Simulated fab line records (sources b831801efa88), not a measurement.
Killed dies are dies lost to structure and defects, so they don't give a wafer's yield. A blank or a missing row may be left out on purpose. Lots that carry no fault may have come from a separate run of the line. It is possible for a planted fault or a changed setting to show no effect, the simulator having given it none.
Struck lot and sound lot, side by side	flow gf180mcu	18 out of 602 route steps
Sound: these wafers, L527.2, L527.3, L527.4. Struck: wafers L546.1, L546.5, L546.6. The cause comes at the end.
Order at every step that has rows: each side's tool, ch and its chambers, its first start. Under that, the readings that differ: sound wafers	struck wafers	difference of the means	sigmas: that difference in standard deviations of wafers without a fault.
alike: words and numbers the same on both sides, and readings whose means are apart by under 2 such deviations; not compared: readings that were withheld, readings missing a value for some wafer, numbers with overlapping values and no deviation given by the record, and bounds like >300 which may hide the same value.
The two part at a step that has a row with sigmas, a row that says differs or no value, or rows on one side only. Numbers that have no deviation but don't overlap get no sigmas and don't part them. Lack of a reading on every wafer of one side parts them only where that side has two or more wafers.

first, 3 steps without rows for these wafers: GF_HV_LDD_EXPOSE_04 (exposes mask Nplus LV AREA, target cd 400 nm); GF_HV_LDD_PEB_05; GF_HV_LDD_DEVELOP_06 (develop time 60 s).
GF_HV_LDD_CD_MEAS_07 targets a cd of 400 nm.
  sound on cdSem-02 at day 10 06:38; struck on cdSem-01 at day 16 05:40
  alike: cdNm
GF_HV_LDD_OVL_MEAS_08:
  sound on overlay-01 at day 10 06:44; struck on overlay-02 at day 16 05:47
  alike: HV_LDD_OVL
then, 1 step without rows for these wafers: GF_HV_LDD_IMPLANT_09.
GF_HV_LDD_STRIP_10: strips in O2/N2.
  sound on plasmaAsher-01 ch 0,1, day 10 06:55; struck on plasmaAsher-03 ch 0,1, day 16 05:58
  alike: drypumpMotorCurrentA, heaterPowerW, oesProductAu, stripTimeToEndpointS
  not compared: rfHoursCounterH
GF_HV_LDD_TW_MEAS_11:
  sound on filmMetro-01 at day 10 07:02; struck on filmMetro-02 at day 16 06:05
  alike: HV_LDD_TW
then, 4 steps without rows for these wafers: GF_HV_LDD_DEHYDRATE_12 (time 60 s); GF_HV_LDD_HMDS_13 (prime time 60 s); GF_HV_LDD_COAT_14 (resist thk 1000 nm); GF_HV_LDD_SOFTBAKE_15 (time 60 s).
GF_HV_LDD_EXPOSE_16: exposes mask Pplus LV AREA, target cd 400 nm.
  sound on ilineStepper-02 ch 0, day 10 16:59; struck on ilineStepper-02 ch 0, day 16 17:23
reading	sound	struck	difference	sigmas
exposureDoseMJCm2	139.94 139.78 140.07	135.69 135.56 135.61	-4.31	-33
  alike: mask
then, 2 steps without rows for these wafers: GF_HV_LDD_PEB_17; GF_HV_LDD_DEVELOP_18 (develop time 60 s).
GF_HV_LDD_CD_MEAS_19 targets a cd of 400 nm.
  sound on cdSem-01 at day 11 01:26; struck on cdSem-02 at day 17 05:02
reading	sound	struck	difference	sigmas
cdNm (nm)	400.4 401.3 401.1	392.3 390.8 392.6	-9.0	-4
  not compared: hold
GF_HV_LDD_OVL_MEAS_20:
  sound on overlay-01 at day 11 01:32; struck on overlay-02 at day 17 12:56
reading	sound	struck	difference	sigmas
hold	- - -	awaitDispo/7.8h/release awaitDispo/7.8h/release awaitDispo/7.8h/release	no value on the sound wafers	
  alike: HV_LDD_01_OVL
GF_PASSIVATION_PROBE_99:
  the record holds rows for the sound wafers here (prober-02, day 29 09:17) but none for the struck ones

## WHERE THEY PART
First at GF_HV_LDD_EXPOSE_16; last, within this record, at GF_PASSIVATION_PROBE_99.

WHY: the cause the simulator had injected
Process parameter drift: ilineStepper-02, from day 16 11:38 on, at GF_HV_LDD_EXPOSE_16. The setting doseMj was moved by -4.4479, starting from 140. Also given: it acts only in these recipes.
